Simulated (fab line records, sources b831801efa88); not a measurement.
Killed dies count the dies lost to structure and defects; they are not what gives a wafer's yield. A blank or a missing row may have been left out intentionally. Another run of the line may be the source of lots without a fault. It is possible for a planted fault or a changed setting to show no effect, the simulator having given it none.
Matching of chambers    flow gf180mcu    GF_V3_CMP_04 on cmp-01: 4 sister chambers
The step polishes SiO2. 4 wafers are shown with their chamber, then 8 later ones without.

== WAFERS PAIRED WITH THEIR CHAMBERS ==
wafer   chamber  motor current A (A)
L290.1  2        12.2
L290.2  3        12.1
L290.6  0        11.5
L291.2  1        13.0

== WAFERS WITHOUT THEIR CHAMBER ==
wafer   motor current A (A)
L291.5  13.1
L291.6  12.9
L292.1  11.9
L292.2  12.5
L292.3  12.3
L299.2  11.3
L299.4  12.4
L299.6  11.9

== CHAMBER TAKEN BY EACH ==
wafer    from the rows above            in truth
L291.5   1                              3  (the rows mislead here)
L291.6   1                              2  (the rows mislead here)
L292.1   can't be placed: 3 or 2 or 0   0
L292.2   can't be placed: 2 or 3 or 1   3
L292.3   can't be placed: 2 or 3        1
L299.2   0                              0
L299.4   can't be placed: 2 or 3        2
L299.6   can't be placed: 3 or 2 or 0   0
1 of 8 placed correctly. From these rows, 5 cannot be placed; in 4 the true chamber is one of the candidates. Placed wrongly: 2.
How it was worked out, from the rows above alone: a wafer's distance from a chamber is the root of the sum, over the readings, of the square of ((its reading less the chamber's mean) divided by the reading's scatter). If the next closest chamber is less than 2 further off than the closest, the wafer can't be placed; otherwise it belongs to the closest. A chamber's mean is the mean of its shown wafers. The scatter: with one shown wafer a chamber, the root of the mean of the squares of how far each hidden wafer lies from its nearest shown one.
